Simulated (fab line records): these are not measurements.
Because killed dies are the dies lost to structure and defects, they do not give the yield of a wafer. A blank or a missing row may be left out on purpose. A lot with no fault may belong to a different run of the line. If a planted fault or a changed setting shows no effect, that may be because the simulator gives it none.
The tool behind it: which one? :: flow gf180mcu :: 14 lots, 42 wafers sampled, at 5 steps of a route of 602

== WHAT THE GAUGES READ, wafer by wafer ==
GF_STI_THK_MEAS_30. Usual: STI_OXIDATION_02_THK typically reads 9.85 nm, with standard deviation 0.18.
lot: L290
measured: day 2 06:14
on: filmMetro-04
STI_OXIDATION_02_THK (nm): 9.80 10.02 9.84
flag: 

lot: L292
measured: day 2 18:20
on: filmMetro-01
STI_OXIDATION_02_THK (nm): 9.43 9.55 9.61
flag: 

lot: L293
measured: day 2 23:22
on: filmMetro-04
STI_OXIDATION_02_THK (nm): 10.12 10.05 10.01
flag: 

lot: L294
measured: day 3 04:45
on: filmMetro-04
STI_OXIDATION_02_THK (nm): 10.04 9.89 10.01
flag: 

lot: L296
measured: day 3 15:10
on: filmMetro-01
STI_OXIDATION_02_THK (nm): 9.90 9.86 10.00
flag: 

lot: L297
measured: day 3 19:44
on: filmMetro-01
STI_OXIDATION_02_THK (nm): 9.56 9.63 9.71
flag: 

lot: L303
measured: day 5 00:58
on: filmMetro-04
STI_OXIDATION_02_THK (nm): 11.23 11.22 11.17
flag: OFF

lot: L304
measured: day 5 05:31
on: filmMetro-04
STI_OXIDATION_02_THK (nm): 11.46 11.35 11.24
flag: OFF

lot: L305
measured: day 5 11:55
on: filmMetro-01
STI_OXIDATION_02_THK (nm): 11.44 11.17 11.21
flag: OFF

lot: L306
measured: day 5 15:37
on: filmMetro-04
STI_OXIDATION_02_THK (nm): 9.85 9.78 10.07
flag: 

lot: L309
measured: day 6 10:20
on: filmMetro-01
STI_OXIDATION_02_THK (nm): 10.03 9.87 9.92
flag: 

lot: L311
measured: day 6 18:43
on: filmMetro-04
STI_OXIDATION_02_THK (nm): 9.89 9.92 10.07
flag: 

lot: L312
measured: day 6 23:05
on: filmMetro-04
STI_OXIDATION_02_THK (nm): 9.73 9.87 9.94
flag: 

lot: L313
measured: day 7 07:28
on: filmMetro-04
STI_OXIDATION_02_THK (nm): 9.83 9.95 9.80
flag: 

GF_DUAL_GATE_THK_MEAS_03. Usual: DUAL_GATE_OXIDATION_00_THK typically reads 11.09 nm, with standard deviation 0.16.
lot: L290
measured: day 7 16:32
on: filmMetro-04
DUAL_GATE_OXIDATION_00_THK (nm): 11.03 11.03 11.01
flag: 

lot: L292
measured: day 8 07:24
on: filmMetro-01
DUAL_GATE_OXIDATION_00_THK (nm): 10.84 10.86 10.88
flag: 

lot: L293
measured: day 8 15:42
on: filmMetro-01
DUAL_GATE_OXIDATION_00_THK (nm): 11.01 10.92 10.86
flag: 

lot: L294
measured: day 8 21:02
on: filmMetro-01
DUAL_GATE_OXIDATION_00_THK (nm): 10.74 10.82 10.92
flag: 

lot: L296
measured: day 9 11:04
on: filmMetro-04
DUAL_GATE_OXIDATION_00_THK (nm): 10.93 11.11 10.95
flag: 

lot: L297
measured: day 9 17:31
on: filmMetro-01
DUAL_GATE_OXIDATION_00_THK (nm): 11.25 11.15 11.25
flag: 

lot: L303
measured: day 11 05:44
on: filmMetro-01
DUAL_GATE_OXIDATION_00_THK (nm): 11.22 11.30 11.14
flag: 

lot: L304
measured: day 11 13:24
on: filmMetro-04
DUAL_GATE_OXIDATION_00_THK (nm): 11.21 11.36 10.95
flag: 

lot: L305
measured: day 11 22:58
on: filmMetro-01
DUAL_GATE_OXIDATION_00_THK (nm): 10.99 10.99 10.94
flag: 

lot: L306
measured: day 12 05:13
on: filmMetro-02
DUAL_GATE_OXIDATION_00_THK (nm): 11.19 11.13 11.13
flag: 

lot: L309
measured: day 13 03:08
on: filmMetro-04
DUAL_GATE_OXIDATION_00_THK (nm): 11.08 11.03 11.33
flag: 

lot: L311
measured: day 13 15:03
on: filmMetro-01
DUAL_GATE_OXIDATION_00_THK (nm): 11.10 11.07 11.10
flag: 

lot: L312
measured: day 13 21:16
on: filmMetro-01
DUAL_GATE_OXIDATION_00_THK (nm): 11.30 11.05 11.28
flag: 

lot: L313
measured: day 14 07:05
on: filmMetro-01
DUAL_GATE_OXIDATION_00_THK (nm): 11.14 11.09 11.19
flag: 

GF_HV_LDD_OVL_MEAS_20. Usual: HV_LDD_01_OVL typically reads 0.2 nm, with standard deviation 1.5.
lot: L290
measured: day 10 22:08
on: overlay-02
HV_LDD_01_OVL (nm): -0.6 -0.9 0.0
flag: 

lot: L292
measured: day 11 16:25
on: overlay-02
HV_LDD_01_OVL (nm): 0.8 -2.0 -0.9
flag: 

lot: L293
measured: day 11 23:25
on: overlay-01
HV_LDD_01_OVL (nm): 0.0 -0.4 0.4
flag: 

lot: L294
measured: day 12 03:31
on: overlay-02
HV_LDD_01_OVL (nm): 1.4 -0.3 -1.0
flag: 

lot: L296
measured: day 12 22:19
on: overlay-02
HV_LDD_01_OVL (nm): -2.4 -1.3 -1.7
flag: 

lot: L297
measured: day 13 02:37
on: overlay-01
HV_LDD_01_OVL (nm): -0.5 1.0 -0.1
flag: 

lot: L303
measured: day 14 19:54
on: overlay-02
HV_LDD_01_OVL (nm): 0.2 -0.5 0.3
flag: 

lot: L304
measured: day 15 06:13
on: overlay-02
HV_LDD_01_OVL (nm): 1.7 3.2 2.5
flag: 

lot: L305
measured: day 15 14:53
on: overlay-02
HV_LDD_01_OVL (nm): 1.3 2.5 1.0
flag: 

lot: L306
measured: day 15 20:55
on: overlay-01
HV_LDD_01_OVL (nm): -0.9 -0.9 -1.8
flag: 

lot: L309
measured: day 16 23:52
on: overlay-01
HV_LDD_01_OVL (nm): 1.6 1.3 2.0
flag: 

lot: L311
measured: day 17 11:49
on: overlay-01
HV_LDD_01_OVL (nm): 2.5 2.1 3.3
flag: 

lot: L312
measured: day 17 21:31
on: overlay-02
HV_LDD_01_OVL (nm): 0.3 1.3 2.2
flag: 

lot: L313
measured: day 18 06:34
on: overlay-01
HV_LDD_01_OVL (nm): -0.2 1.0 -0.4
flag: 

GF_PSD_CD_MEAS_07: target cd 400 nm. Usual: cdNm reads 399.7 nm (standard deviation 2.3).
lot: L290
measured: day 14 07:10
on: cdSem-01
cdNm (nm): 395.3 396.7 397.9
flag: 

lot: L292
measured: day 15 04:44
on: cdSem-02
cdNm (nm): 398.7 397.9 397.6
flag: 

lot: L293
measured: day 15 13:08
on: cdSem-02
cdNm (nm): 397.0 397.7 399.0
flag: 

lot: L294
measured: day 15 17:55
on: cdSem-01
cdNm (nm): 396.9 400.4 399.5
flag: 

lot: L296
measured: day 16 15:24
on: cdSem-01
cdNm (nm): 395.3 399.1 398.1
flag: 

lot: L297
measured: day 16 19:28
on: cdSem-01
cdNm (nm): 397.7 399.0 396.7
flag: 

lot: L303
measured: day 18 20:13
on: cdSem-02
cdNm (nm): 402.4 404.8 404.1
flag: 

lot: L304
measured: day 19 06:28
on: cdSem-02
cdNm (nm): 397.7 398.8 396.2
flag: 

lot: L305
measured: day 19 16:25
on: cdSem-02
cdNm (nm): 399.4 399.0 398.0
flag: 

lot: L306
measured: day 20 00:17
on: cdSem-01
cdNm (nm): 398.7 400.9 399.1
flag: 

lot: L309
measured: day 21 03:21
on: cdSem-01
cdNm (nm): 398.7 399.0 397.5
flag: 

lot: L311
measured: day 21 16:49
on: cdSem-01
cdNm (nm): 403.0 403.5 404.9
flag: 

lot: L312
measured: day 22 02:35
on: cdSem-02
cdNm (nm): 400.8 400.1 400.5
flag: 

lot: L313
measured: day 22 11:25
on: cdSem-01
cdNm (nm): 398.7 396.7 399.7
flag: 

== WHICH TOOL RAN EACH LOT (tool, then ch and the chambers of the sampled wafers, then the start) ==
lot: L290
GF_STI_OXIDATION_29: furnace-02 ch 0, day 2 04:49

lot: L292
GF_STI_OXIDATION_29: furnace-02 ch 0, day 2 16:56

lot: L293
GF_STI_OXIDATION_29: furnace-01 ch 0, day 2 21:58

lot: L294
GF_STI_OXIDATION_29: furnace-01 ch 0, day 3 03:20

lot: L296
GF_STI_OXIDATION_29: furnace-02 ch 0, day 3 13:46

lot: L297
GF_STI_OXIDATION_29: furnace-01 ch 0, day 3 18:20

lot: L303
GF_STI_OXIDATION_29: furnace-01 ch 0, day 4 23:34

lot: L304
GF_STI_OXIDATION_29: furnace-01 ch 0, day 5 04:07

lot: L305
GF_STI_OXIDATION_29: furnace-01 ch 0, day 5 10:31

lot: L306
GF_STI_OXIDATION_29: furnace-02 ch 0, day 5 14:13

lot: L309
GF_STI_OXIDATION_29: furnace-02 ch 0, day 6 08:55

lot: L311
GF_STI_OXIDATION_29: furnace-02 ch 0, day 6 17:19

lot: L312
GF_STI_OXIDATION_29: furnace-02 ch 0, day 6 21:42

lot: L313
GF_STI_OXIDATION_29: furnace-02 ch 0, day 7 06:03
- GF_STI_OXIDATION_29: stabilise 600 s, purge 300 s, target thk 10 nm.

== AS READ BY THE TOOLS THEMSELVES (means over the sampled wafers that have a number; for cases with no such wafer, the mark the record gives instead) ==
GF_STI_OXIDATION_29. Usual: spikeTcCentreC 899.6 C, standard deviation 1.2; zonePowerUpperPct 16.7 %, standard deviation 0.72.
lot: L290
tool: furnace-02
spikeTcCentreC (C): 898.8
zonePowerUpperPct (%): 17.4
flag: 

lot: L292
tool: furnace-02
spikeTcCentreC (C): 897.7
zonePowerUpperPct (%): 17.4
flag: 

lot: L293
tool: furnace-01
spikeTcCentreC (C): 900.8
zonePowerUpperPct (%): 16.3
flag: 

lot: L294
tool: furnace-01
spikeTcCentreC (C): 900.1
zonePowerUpperPct (%): 16.1
flag: 

lot: L296
tool: furnace-02
spikeTcCentreC (C): 898.9
zonePowerUpperPct (%): 17.6
flag: 

lot: L297
tool: furnace-01
spikeTcCentreC (C): 901.5
zonePowerUpperPct (%): 15.9
flag: 

lot: L303
tool: furnace-01
spikeTcCentreC (C): 898.8
zonePowerUpperPct (%): 16.2
flag: 

lot: L304
tool: furnace-01
spikeTcCentreC (C): 899.9
zonePowerUpperPct (%): 15.9
flag: 

lot: L305
tool: furnace-01
spikeTcCentreC (C): 899.7
zonePowerUpperPct (%): 16.1
flag: 

lot: L306
tool: furnace-02
spikeTcCentreC (C): 899.1
zonePowerUpperPct (%): 17.3
flag: 

lot: L309
tool: furnace-02
spikeTcCentreC (C): 898.9
zonePowerUpperPct (%): 17.5
flag: 

lot: L311
tool: furnace-02
spikeTcCentreC (C): 899.4
zonePowerUpperPct (%): 17.5
flag: 

lot: L312
tool: furnace-02
spikeTcCentreC (C): 899.3
zonePowerUpperPct (%): 17.5
flag: 

lot: L313
tool: furnace-02
spikeTcCentreC (C): 899.6
zonePowerUpperPct (%): 17.5
flag: 

== THE ANSWER, worked out from the rows above alone ==
Rule: take the mean of a lot's wafers that have a number; if it is more than 3 standard deviations from the usual mean, the lot is off. Also off: a lot with no number at a reading for which 4 or more lots have one. The other lots that the step has rows for count as sound. Order of review: gauges by route order, followed by the tools' own readings, for which a lot's mean as printed above is used. The first step at which some lot is off is used, and at that step the reading that is off furthest; a lot without a number counts as furthest.
Off: at GF_STI_THK_MEAS_30 (STI_OXIDATION_02_THK), L303, L304, L305.
If a tool, at a process step before that reading, ran all the lots that are off and no sound lot after the first of them, it fits. Those tools and the gauges at GF_STI_THK_MEAS_30 are tried in the same way. One candidate fits, namely furnace-01 at GF_STI_OXIDATION_29. A fault onset in the window from L297 (day 3 18:20, its last sound lot) to L303 (day 4 23:34, its first lot off) fits.

== WHAT THE SIMULATOR HAD PUT IN ==
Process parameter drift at GF_STI_OXIDATION_29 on furnace-01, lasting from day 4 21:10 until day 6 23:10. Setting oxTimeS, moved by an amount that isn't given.
Lots struck among those shown: L303, L304, L305. The rule above reached the same finding.
